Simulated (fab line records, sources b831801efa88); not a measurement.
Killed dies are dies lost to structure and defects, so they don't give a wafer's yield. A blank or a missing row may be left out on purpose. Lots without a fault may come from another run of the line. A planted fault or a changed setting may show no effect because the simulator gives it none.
Which tool did it? | flow sky130 | 12 lots, 36 wafers sampled, at 2 steps of a route of 708

WHAT THE GAUGES READ, wafer by wafer
SKY_VIA3_RS_MEAS_22: measures by four-point-probe.
lot  | measured     | on            | VIA3_W_RS (ohm/sq)
L712 | day 40 08:50 | film_metro-04 | 0.296 0.296 0.293
L713 | day 40 15:46 | film_metro-04 | 0.296 0.297 0.296
L715 | day 41 02:23 | film_metro-01 | 0.297 0.300 0.300
L716 | day 41 12:44 | film_metro-04 | 0.301 0.297 0.299
L717 | day 41 18:25 | film_metro-02 | 0.294 0.296 0.295
L718 | day 42 04:55 | film_metro-02 | 0.302 0.297 0.298
L719 | day 42 18:17 | film_metro-04 | 0.298 0.292 0.301
L720 | day 43 12:44 | film_metro-02 | 0.301 0.293 0.290
L725 | day 44 01:26 | film_metro-04 | 0.299 0.297 0.296
L727 | day 44 16:51 | film_metro-04 | 0.292 0.293 0.291
L730 | day 45 15:29 | film_metro-01 | 0.293 0.296 0.299
L732 | day 45 22:31 | film_metro-04 | 0.292 0.291 0.289

WHICH TOOL RAN EACH LOT (tool, then ch and the chambers of the sampled wafers, then the start)
lot  | SKY_METAL3_ETCH_17
L712 | rie_diel-04 ch 0,2,3, day 39 05:37
L713 | rie_diel-02 ch 0,1,2, day 39 11:50
L715 | rie_diel-02 ch 1,2, day 39 23:10
L716 | rie_diel-02 ch 0,1,2, day 40 10:19
L717 | rie_diel-01 ch 0,1,2, day 40 16:19
L718 | rie_diel-04 ch 0,2,3, day 41 01:59
L719 | rie_diel-04 ch 0,1, day 41 16:02
L720 | rie_diel-01 ch 0,1,3, day 42 10:47
L725 | rie_diel-02 ch 0,2,3, day 42 23:19
L727 | rie_diel-02 ch 0,2, day 43 15:34
L730 | rie_diel-02 ch 0,1,2, day 44 14:55
L732 | rie_diel-02 ch 0,2,3, day 44 22:49
- SKY_METAL3_ETCH_17: etches SiO2 in C4F8/O2/Ar, stops on TiN, time 3.9 s, target depth 15 nm.

WHAT THE TOOLS THEMSELVES READ (means of the sampled wafers that have a number; where no wafer has one, the mark that the record gives instead)
SKY_METAL3_ETCH_17.
lot  | tool        | bias_w (W) | oes_product_au (a.u.)
L712 | rie_diel-04 | 1204       | 0.759
L713 | rie_diel-02 | 1200       | 0.745
L715 | rie_diel-02 | 1201       | 0.748
L716 | rie_diel-02 | 1201       | 0.754
L717 | rie_diel-01 | 1198       | 0.757
L718 | rie_diel-04 | 1201       | 0.749
L719 | rie_diel-04 | 1198       | 0.745
L720 | rie_diel-01 | 1200       | 0.749
L725 | rie_diel-02 | 1200       | 0.758
L727 | rie_diel-02 | 1205       | 0.751
L730 | rie_diel-02 | 1200       | 0.757
L732 | rie_diel-02 | 1202       | 0.753

THE ANSWER, worked out from the rows above alone
Rule: what is usual is taken from the lots themselves. Put in order of their means at a reading, lots are off if they are a third of the lots or fewer, leave a main group of 4 or more, and stand apart from it by a gap of 3 or more times the standard deviation of the main group's means; of several such gaps the widest counts. A main group whose means are all the same, to the digits that the tables above print for the reading, isn't used. A lot without any number at a reading at which 4 lots or more have one is off too. The other lots that the step has rows for count as sound. The gauges are gone through in route order, then the tools' own readings, and for those a lot's mean is taken as printed above. The first step at which some lot is off is used, and at that step the reading that is off furthest; a lot without a number counts as furthest.
No lot is off at any reading shown: from this, nothing can be told.

WHAT THE SIMULATOR HAD PUT IN
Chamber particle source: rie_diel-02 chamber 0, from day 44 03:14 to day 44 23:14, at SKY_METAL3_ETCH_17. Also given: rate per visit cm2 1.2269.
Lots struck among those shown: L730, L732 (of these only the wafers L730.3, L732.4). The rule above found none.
